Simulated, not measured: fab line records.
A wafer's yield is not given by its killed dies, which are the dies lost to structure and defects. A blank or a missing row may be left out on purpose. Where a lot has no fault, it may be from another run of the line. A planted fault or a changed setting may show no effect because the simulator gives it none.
2 desks looking at one fault + flow gf180mcu + each desk holds nothing but its own numbers, with what lay behind them at the end

FOR THE TOOL OWNER'S DESK: litho-track-01
The tool's own readings at GF_HV_LDD_COAT_41 (resist thk 1000 nm): means of the sampled wafers that have a number, for each lot that ran on this tool. A lot is out of limits, marked OUT, if its mean lies more than 4 standard deviations from the usual mean; the brackets give that distance.
Columns: A = spin-speed-rpm at GF_HV_LDD_COAT_41, usual 2999.9 rpm
| lot  | first seen here | A                        |
|------|-----------------|--------------------------|
| L585 | day 13 02:10    | 2999.3                   |
| L588 | day 14 00:05    | 3000.5                   |
| L590 | day 14 17:54    | 2999.9                   |
| L592 | day 15 06:36    | 3206.5 (+99 or more) OUT |
| L593 | day 15 12:33    | 3206.5 (+99 or more) OUT |
This desk finds L592, L593 out of limits, L592 being first, at day 15 06:36 (spin-speed-rpm at GF_HV_LDD_COAT_41). In limits: L585, L588, L590.

METROLOGY DESK
Lot by lot, what the gauges showed, no matter which tool ran the lot: averages of those sampled wafers that carry a number. A lot is out of limits, marked OUT, if its mean lies more than 4 standard deviations from the usual mean; the brackets give that distance.
Columns: A = DUAL_GATE_OVL at GF_DUAL_GATE_OVL_MEAS_11, usual -0.3 nm; B = cd-nm at GF_POLY_GATE_CD_MEAS_18, usual 279.4 nm; C = cd-nm at GF_HV_LDD_CD_MEAS_31, usual 400.0 nm
| lot  | first seen here | A    | B     | C     |
|------|-----------------|------|-------|-------|
| L585 | day 9 09:35     | -1.0 | 278.8 | 403.5 |
| L586 | day 9 18:48     | -0.9 | 278.6 | 398.1 |
| L587 | day 10 00:38    | -0.3 | 279.9 | 398.5 |
| L588 | day 10 02:18    | 1.0  | 278.5 | 399.2 |
| L590 | day 10 17:15    | 0.4  | 277.0 | 401.6 |
| L591 | day 10 23:38    | -0.2 | 276.9 | 403.9 |
| L592 | day 11 07:03    | 0.6  | 279.9 | 401.0 |
| L593 | day 11 11:48    | -0.3 | 280.3 | 398.7 |
| L595 | day 11 23:53    | -3.7 | 281.0 | 396.9 |
| L601 | day 13 23:03    | 0.9  | 281.5 | 400.0 |
| L602 | day 14 03:26    | 2.7  | 277.6 | 394.4 |
| L603 | day 14 11:00    | -1.8 | 280.1 | 400.9 |
| L604 | day 14 18:41    | -0.8 | 278.5 | 401.6 |
Result from this desk: across the 13 lots, nothing is out of limits.

ALL TOGETHER
An alarm could have come from the tool owner's desk at day 15 06:36, on L592, L593.
Nothing out of limits was seen by the metrology desk.
The metrology desk has L592, L593 on record, within its limits.
Every lot named ran GF_HV_LDD_COAT_41 on litho-track-01.

WHAT HAD BEEN PUT IN BY THE SIMULATOR
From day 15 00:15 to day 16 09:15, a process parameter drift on litho-track-01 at GF_HV_LDD_COAT_41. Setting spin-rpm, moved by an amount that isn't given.
Lots struck among those shown: L592, L593.
Hours from the fault's start to each desk's first reading out of limits: the tool owner's desk, 6.
